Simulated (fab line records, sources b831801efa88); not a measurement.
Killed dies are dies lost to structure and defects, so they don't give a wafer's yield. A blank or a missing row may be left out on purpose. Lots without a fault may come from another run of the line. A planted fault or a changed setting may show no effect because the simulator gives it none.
fab line records | flow sky130
record lots=14 wafers=42 last_day=50
route steps=708 shown LDD_N@252 SD_P@327 CONTACT@407 METAL1@449
lots that met no fault: from a run of the same line without faults
start_h: hours from the record's first day to the start of the lot's first wafer shown | wait_h: hours since the lot's step before | " the same as in the row above | L1.1+2: a row that stands for several wafers | - no value, or no start given | * or withheld: withheld | < > ~ a bound
route shown NAME@n: a module of which the file shows steps, and the number in the route of the first | usual: mean/standard deviation of fault-free wafers | same: alike in all rows | chamber/n: place in a boat | sites: the reading at each site | _std_site: their standard deviation | _edge_site: outer sites' mean less inner sites' | radius_mm: how far each site lies from the wafer's centre | mask NAME#n: copy n | behind: the tool/chamber that last shaped the wafer | hold: why the lot was held/for how many hours/how that ended | device: the transistor (n, p or np) that didn't switch | end of line: the same wafers' tests at the end of the route | a step without rows: its recipe alone | killed: dies lost to structure and defects at the first sort, not the wafer's yield | map: a wafer's dies, x killed, . not, _ none there
set.NAME: the setting as run; set.NAME@STEP: as run at that earlier step | model.NAME: the simulator's own value behind a step, which no gauge read
steps of the route over a sample of lots; a table a step, a row a wafer
services: from which hour (start_h, from the record's first day; less than 0 if before it) a tool's chamber was out of use, for how many hours, and why
## steps
# step SKY_LDD_N_IMPLANT_15
# recipe species=BF2 energy_kev=50 dose_cm2=5e+12 tilt_deg=30 rotation_deg=270
# usual beam_on_s=10.04/0.19 faraday_current_uA=28.1/0.52
# columns lot.wafer tool chamber start_h wait_h beam_on_s faraday_current_uA
L793.3 implanter-03 0 402.83 0.1 10.48 26.8
L793.5 " 0 " " 9.98 28.2
L793.6 " 0 " " 10.10 27.9
L794.2 implanter-03 0 406.55 0.1 9.85 28.6
L794.3 " 0 " " 10.17 27.8
L794.4 " 0 " " 10.24 27.5
L795.2 implanter-01 0 416.70 0.1 10.21 27.6
L795.3 " 0 " " 10.01 28.4
L795.6 " 0 " " 9.96 28.3
L796.1 implanter-03 0 423.72 0.1 10.05 28.1
L796.4 " 0 " " 10.28 27.6
L796.6 " 0 " " 9.92 28.4
L797.2 implanter-03 0 439.00 0.1 9.88 28.4
L797.5 " 0 " " 10.10 27.9
L797.6 " 0 " " 9.94 28.4
L798.1 implanter-03 0 446.47 0.1 9.98 28.3
L798.3 " 0 " " 9.73 29.0
L798.6 " 0 " " 10.11 28.0
L799.2 implanter-02 0 457.51 0.1 10.06 28.0
L799.4 " 0 " " 10.14 27.7
L799.6 " 0 " " 10.38 27.2
L806.3 implanter-01 0 521.97 0.1 13.46 21.0
L806.4 " 0 " " 13.24 21.2
L806.6 " 0 " " 13.60 20.7
L807.2 implanter-01 0 529.50 0.1 13.60 20.7
L807.3 " 0 " " 13.67 20.7
L807.5 " 0 " " 13.20 21.3
L810.4 implanter-02 0 566.91 0.1 9.87 28.6
L810.5 " 0 " " 9.95 28.2
L810.6 " 0 " " 10.18 27.7
L812.2 implanter-02 0 571.36 0.1 9.95 28.2
L812.3 " 0 " " 9.95 28.4
L812.4 " 0 " " 9.92 28.5
L814.1 implanter-01 0 583.73 0.1 9.97 28.2
L814.4 " 0 " " 9.84 28.6
L814.6 " 0 " " 9.71 29.0
L815.3 implanter-02 0 591.62 0.1 9.82 28.7
L815.4 " 0 " " 9.86 28.6
L815.5 " 0 " " 10.19 27.8
L816.1 implanter-02 0 600.28 0.1 10.09 28.0
L816.3 " 0 " " 10.03 28.1
L816.5 " 0 " " 9.86 28.7
# step SKY_SD_P_CD_MEAS_07
# recipe target_cd_nm=380
# usual cd_nm=380.1/2.8
# columns lot.wafer tool chamber start_h wait_h cd_nm
L793.3 cd_sem-02 - 586.81 0.1 379.8
L793.5 " - " " 380.6
L793.6 " - " " 377.6
L794.2 cd_sem-02 - 591.04 0.2 377.9
L794.3 " - " " 377.6
L794.4 " - " " 378.4
L795.2 cd_sem-01 - 598.91 0.1 380.0
L795.3 " - " " 379.6
L795.6 " - " " 381.8
L796.1 cd_sem-02 - 607.92 0.1 383.5
L796.4 " - " " 386.2
L796.6 " - " " 382.7
L797.2 cd_sem-02 - 622.66 0.1 380.6
L797.5 " - " " 379.6
L797.6 " - " " 380.7
L798.1 cd_sem-02 - 629.89 0.1 381.7
L798.3 " - " " 381.0
L798.6 " - " " 383.5
L799.2 cd_sem-01 - 643.84 0.1 380.0
L799.4 " - " " 379.5
L799.6 " - " " 382.7
L806.3 cd_sem-01 - 698.93 0.1 382.0
L806.4 " - " " 385.1
L806.6 " - " " 380.8
L807.2 cd_sem-02 - 705.56 0.1 376.7
L807.3 " - " " 377.5
L807.5 " - " " 379.0
L810.4 cd_sem-01 - 741.68 0.1 382.9
L810.5 " - " " 380.5
L810.6 " - " " 383.8
L812.2 cd_sem-02 - 746.71 0.1 376.1
L812.3 " - " " 377.0
L812.4 " - " " 374.4
L814.1 cd_sem-02 - 759.37 0.1 379.6
L814.4 " - " " 380.2
L814.6 " - " " 379.3
L815.3 cd_sem-01 - 766.33 0.1 377.6
L815.4 " - " " 378.2
L815.5 " - " " 376.1
L816.1 cd_sem-01 - 771.64 0.1 380.6
L816.3 " - " " 375.2
L816.5 " - " " 377.8
# step SKY_CONTACT_THK_MEAS_01
# recipe reads=Si3N4_of_CONTACT_CVD_00
# usual CONTACT_CVD_00_THK=75.2/0.83
# columns lot.wafer tool chamber start_h wait_h CONTACT_CVD_00_THK[nm]
L793.3 film_metro-03 - 705.57 - 73.5
L793.5 " - " " 75.3
L793.6 " - " " 74.9
L794.2 film_metro-04 - 712.29 - 75.0
L794.3 " - " " 74.6
L794.4 " - " " 76.3
L795.2 film_metro-01 - 716.73 - 74.1
L795.3 " - " " 74.2
L795.6 " - " " 76.7
L796.1 film_metro-03 - 726.70 - 74.5
L796.4 " - " " 75.5
L796.6 " - " " 74.6
L797.2 film_metro-01 - 740.96 - 75.2
L797.5 " - " " 75.8
L797.6 " - " " 75.7
L798.1 film_metro-03 - 744.43 - 74.2
L798.3 " - " " 74.4
L798.6 " - " " 76.1
L799.2 film_metro-01 - 759.49 - 75.1
L799.4 " - " " 76.2
L799.6 " - " " 75.6
L806.3 film_metro-04 - 812.96 - 74.9
L806.4 " - " " 75.5
L806.6 " - " " 75.6
L807.2 film_metro-03 - 816.79 - 72.9
L807.3 " - " " 73.1
L807.5 " - " " 74.7
L810.4 film_metro-04 - 852.72 - 75.6
L810.5 " - " " 76.7
L810.6 " - " " 75.5
L812.2 film_metro-04 - 857.12 - 75.6
L812.3 " - " " 76.4
L812.4 " - " " 75.7
L814.1 film_metro-03 - 868.62 - 74.8
L814.4 " - " " 75.8
L814.6 " - " " 75.4
L815.3 film_metro-01 - 874.90 - 75.2
L815.4 " - " " 76.6
L815.5 " - " " 76.6
L816.1 film_metro-04 - 881.93 - 73.9
L816.3 " - " " 74.2
L816.5 " - " " 75.2
# step SKY_METAL1_CD_MEAS_15
# recipe target_cd_nm=140
# usual cd_nm=139.8/1.5
# columns lot.wafer tool chamber start_h wait_h cd_nm
L793.3 cd_sem-02 - 762.08 - 138.3
L793.5 " - " " 140.5
L793.6 " - " " 141.2
L794.2 cd_sem-02 - 769.61 - 139.5
L794.3 " - " " 137.4
L794.4 " - " " 139.8
L795.2 cd_sem-01 - 773.41 - 139.1
L795.3 " - " " 139.1
L795.6 " - " " 140.6
L796.1 cd_sem-02 - 782.99 - 137.4
L796.4 " - " " 136.9
L796.6 " - " " 134.7
L797.2 cd_sem-02 - 797.31 - 137.1
L797.5 " - " " 138.1
L797.6 " - " " 137.3
L798.1 cd_sem-01 - 800.89 - 139.9
L798.3 " - " " 141.6
L798.6 " - " " 140.5
L799.2 cd_sem-02 - 815.61 - 140.2
L799.4 " - " " 137.8
L799.6 " - " " 137.3
L806.3 cd_sem-02 - 867.48 - 139.9
L806.4 " - " " 138.5
L806.6 " - " " 139.4
L807.2 cd_sem-02 - 870.76 - 140.2
L807.3 " - " " 140.4
L807.5 " - " " 140.0
L810.4 cd_sem-01 - 906.35 - 140.4
L810.5 " - " " 140.9
L810.6 " - " " 141.8
L812.2 cd_sem-01 - 910.11 - 139.5
L812.3 " - " " 140.6
L812.4 " - " " 139.5
L814.1 cd_sem-01 - 921.44 - 136.6
L814.4 " - " " 138.2
L814.6 " - " " 138.2
L815.3 cd_sem-02 - 926.48 - 140.6
L815.4 " - " " 140.8
L815.5 " - " " 142.1
L816.1 cd_sem-01 - 933.79 - 138.9
L816.3 " - " " 138.9
L816.5 " - " " 139.0
## services
# columns tool chamber start_h hours kind
implanter-02 - 394.73 6.7 pm
implanter-03 - 420.01 2.3 repair
implanter-01 - 456.49 6.4 repair
implanter-03 - 461.44 5.3 pm
implanter-02 - 510.49 1.0 repair
implanter-01 - 522.30 2.5 repair
implanter-02 - 539.66 1.3 repair
implanter-03 - 543.57 42.0 pm
## key
first_sign step=SKY_LDD_N_IMPLANT_15 reading=beam_on_s direction=up sigmas=18 usual=10.04 struck=13.46
effect step=SKY_LDD_N_IMPLANT_15 reading=faraday_current_uA direction=down sigmas=14 usual=28.1 struck=20.9
met_at SKY_LDD_N_IMPLANT_15
struck_lots L806,L807
tester_left_out L806,L807
not_acting_at SKY_SD_P_CD_MEAS_07,SKY_CONTACT_THK_MEAS_01,SKY_METAL1_CD_MEAS_15
onset_between 416.70 521.97
fault kind=process_parameter_drift tool=implanter-01 chamber=- onset_h=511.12 steps=SKY_LDD_N_IMPLANT_15 channel=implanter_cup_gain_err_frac offset=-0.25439 shape=step end_h=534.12
# tester_left_out: of these lots the tester's yield and bins aren't shown, on N5 and GAA mostly nor the transistor test; their killed dies are dies lost to structure and defects alone, not to doping, threshold or leakage, so they don't give the yield
